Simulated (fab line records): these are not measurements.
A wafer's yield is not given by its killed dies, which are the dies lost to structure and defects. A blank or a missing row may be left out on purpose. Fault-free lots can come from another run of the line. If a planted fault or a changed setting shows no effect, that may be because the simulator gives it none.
What tool caused it? || flow gf180mcu || 15 lots with 45 wafers sampled at 3 steps, on a route of 602 steps

## WHAT THE GAUGES SHOWED, per wafer
GF_CONTACT_RS_MEAS_25: a four-point-probe measurement.
{"lot": "L539", "measured": "day 16 02:49", "on": "filmMetro-03", "CONTACT_W_RS (ohm/sq)": "0.376 0.386 0.389"}
{"lot": "L540", "measured": "day 16 06:29", "on": "filmMetro-03", "CONTACT_W_RS (ohm/sq)": "0.389 0.386 0.390"}
{"lot": "L544", "measured": "day 18 04:15", "on": "filmMetro-03", "CONTACT_W_RS (ohm/sq)": "0.381 0.376 0.379"}
{"lot": "L545", "measured": "day 18 11:07", "on": "filmMetro-01", "CONTACT_W_RS (ohm/sq)": "0.388 0.381 0.382"}
{"lot": "L546", "measured": "day 18 23:05", "on": "filmMetro-01", "CONTACT_W_RS (ohm/sq)": "0.382 0.379 0.379"}
{"lot": "L547", "measured": "day 19 03:52", "on": "filmMetro-01", "CONTACT_W_RS (ohm/sq)": "0.381 0.383 0.383"}
{"lot": "L548", "measured": "day 19 10:55", "on": "filmMetro-01", "CONTACT_W_RS (ohm/sq)": "0.385 0.385 0.385"}
{"lot": "L549", "measured": "day 20 01:37", "on": "filmMetro-01", "CONTACT_W_RS (ohm/sq)": "0.383 0.384 0.382"}
{"lot": "L550", "measured": "day 20 18:04", "on": "filmMetro-01", "CONTACT_W_RS (ohm/sq)": "0.379 0.381 0.379"}
{"lot": "L553", "measured": "day 21 14:08", "on": "filmMetro-04", "CONTACT_W_RS (ohm/sq)": "0.384 0.383 0.382"}
{"lot": "L555", "measured": "day 22 04:39", "on": "filmMetro-01", "CONTACT_W_RS (ohm/sq)": "0.381 0.389 0.382"}
{"lot": "L556", "measured": "day 22 16:26", "on": "filmMetro-01", "CONTACT_W_RS (ohm/sq)": "0.382 0.380 0.382"}
{"lot": "L560", "measured": "day 23 11:14", "on": "filmMetro-04", "CONTACT_W_RS (ohm/sq)": "0.373 0.371 0.371"}
{"lot": "L561", "measured": "day 23 21:46", "on": "filmMetro-01", "CONTACT_W_RS (ohm/sq)": "0.382 0.385 0.383"}
{"lot": "L562", "measured": "day 24 03:22", "on": "filmMetro-04", "CONTACT_W_RS (ohm/sq)": "0.380 0.383 0.378"}

GF_M1_THK_MEAS_06: measures by xrf.
{"lot": "L539", "measured": "day 16 03:38", "on": "filmMetro-02", "M1_ALCU_THK (nm)": "450 453 445"}
{"lot": "L540", "measured": "day 16 07:18", "on": "filmMetro-02", "M1_ALCU_THK (nm)": "452 446 455"}
{"lot": "L544", "measured": "day 18 05:04", "on": "filmMetro-04", "M1_ALCU_THK (nm)": "452 453 452"}
{"lot": "L545", "measured": "day 18 11:55", "on": "filmMetro-01", "M1_ALCU_THK (nm)": "446 442 442"}
{"lot": "L546", "measured": "day 18 23:54", "on": "filmMetro-04", "M1_ALCU_THK (nm)": "452 452 450"}
{"lot": "L547", "measured": "day 19 04:39", "on": "filmMetro-02", "M1_ALCU_THK (nm)": "460 451 459"}
{"lot": "L548", "measured": "day 19 11:42", "on": "filmMetro-02", "M1_ALCU_THK (nm)": "451 455 452"}
{"lot": "L549", "measured": "day 20 02:26", "on": "filmMetro-01", "M1_ALCU_THK (nm)": "444 442 444"}
{"lot": "L550", "measured": "day 20 18:53", "on": "filmMetro-02", "M1_ALCU_THK (nm)": "453 461 459"}
{"lot": "L553", "measured": "day 21 14:57", "on": "filmMetro-01", "M1_ALCU_THK (nm)": "451 453 448"}
{"lot": "L555", "measured": "day 22 05:29", "on": "filmMetro-04", "M1_ALCU_THK (nm)": "453 453 455"}
{"lot": "L556", "measured": "day 22 17:14", "on": "filmMetro-02", "M1_ALCU_THK (nm)": "450 453 450"}
{"lot": "L560", "measured": "day 23 12:03", "on": "filmMetro-01", "M1_ALCU_THK (nm)": "454 451 446"}
{"lot": "L561", "measured": "day 23 22:34", "on": "filmMetro-04", "M1_ALCU_THK (nm)": "449 448 447"}
{"lot": "L562", "measured": "day 24 04:14", "on": "filmMetro-02", "M1_ALCU_THK (nm)": "453 455 449"}

## EACH LOT AND THE TOOL THAT RAN IT (in order: tool; ch and the chambers of the sampled wafers; start)
{"lot": "L539", "GF_M1_SPUTTER_04": "pvdSputter-02, day 16 03:28"}
{"lot": "L540", "GF_M1_SPUTTER_04": "pvdSputter-04, day 16 07:08"}
{"lot": "L544", "GF_M1_SPUTTER_04": "pvdSputter-02, day 18 04:53"}
{"lot": "L545", "GF_M1_SPUTTER_04": "pvdSputter-01, day 18 11:43"}
{"lot": "L546", "GF_M1_SPUTTER_04": "pvdSputter-02, day 18 23:44"}
{"lot": "L547", "GF_M1_SPUTTER_04": "pvdSputter-04, day 19 04:28"}
{"lot": "L548", "GF_M1_SPUTTER_04": "pvdSputter-02, day 19 11:31"}
{"lot": "L549", "GF_M1_SPUTTER_04": "pvdSputter-02, day 20 02:17"}
{"lot": "L550", "GF_M1_SPUTTER_04": "pvdSputter-04, day 20 18:43"}
{"lot": "L553", "GF_M1_SPUTTER_04": "pvdSputter-01, day 21 14:47"}
{"lot": "L555", "GF_M1_SPUTTER_04": "pvdSputter-04, day 22 05:19"}
{"lot": "L556", "GF_M1_SPUTTER_04": "pvdSputter-02, day 22 17:04"}
{"lot": "L560", "GF_M1_SPUTTER_04": "pvdSputter-04, day 23 11:53"}
{"lot": "L561", "GF_M1_SPUTTER_04": "pvdSputter-02, day 23 22:23"}
{"lot": "L562", "GF_M1_SPUTTER_04": "pvdSputter-01, day 24 04:04"}
- GF_M1_SPUTTER_04: material TiN, target thk 50 nm, time 41.7 s.

## WHAT THE TOOLS THEMSELVES READ (means of the sampled wafers that have a number; where no wafer has one, the mark that the record gives instead)
GF_M1_SPUTTER_04.
{"lot": "L539", "tool": "pvdSputter-02", "throttleValvePct (%)": 29.8}
{"lot": "L540", "tool": "pvdSputter-04", "throttleValvePct (%)": 29.4}
{"lot": "L544", "tool": "pvdSputter-02", "throttleValvePct (%)": 30.7}
{"lot": "L545", "tool": "pvdSputter-01", "throttleValvePct (%)": 30.4}
{"lot": "L546", "tool": "pvdSputter-02", "throttleValvePct (%)": 31.0}
{"lot": "L547", "tool": "pvdSputter-04", "throttleValvePct (%)": 29.5}
{"lot": "L548", "tool": "pvdSputter-02", "throttleValvePct (%)": 30.3}
{"lot": "L549", "tool": "pvdSputter-02", "throttleValvePct (%)": 30.9}
{"lot": "L550", "tool": "pvdSputter-04", "throttleValvePct (%)": 30.3}
{"lot": "L553", "tool": "pvdSputter-01", "throttleValvePct (%)": 29.1}
{"lot": "L555", "tool": "pvdSputter-04", "throttleValvePct (%)": 31.2}
{"lot": "L556", "tool": "pvdSputter-02", "throttleValvePct (%)": 30.4}
{"lot": "L560", "tool": "pvdSputter-04", "throttleValvePct (%)": 30.3}
{"lot": "L561", "tool": "pvdSputter-02", "throttleValvePct (%)": 29.9}
{"lot": "L562", "tool": "pvdSputter-01", "throttleValvePct (%)": 29.8}

## THE ANSWER, worked out from the rows above alone
Rule: usual is defined by the lots themselves. Put in order of their means at a reading, lots are off if they are a third of the lots or fewer, leave a main group of 4 or more, and stand apart from it by a gap of 3 or more times the standard deviation of the main group's means; of several such gaps the widest counts. A main group is skipped when, at the precision printed for the reading in the tables above, its means are all equal. A lot without any number at a reading at which 4 lots or more have one is off too. The other lots that the step has rows for count as sound. The gauges are gone through in route order, then the tools' own readings, and for those a lot's mean is taken as printed above. The first step at which some lot is off is used, and at that step the reading that is off furthest; a lot without a number counts as furthest.
No lot is off on any of the readings shown, so nothing can be concluded from this.

## WHAT THE SIMULATOR PUT IN
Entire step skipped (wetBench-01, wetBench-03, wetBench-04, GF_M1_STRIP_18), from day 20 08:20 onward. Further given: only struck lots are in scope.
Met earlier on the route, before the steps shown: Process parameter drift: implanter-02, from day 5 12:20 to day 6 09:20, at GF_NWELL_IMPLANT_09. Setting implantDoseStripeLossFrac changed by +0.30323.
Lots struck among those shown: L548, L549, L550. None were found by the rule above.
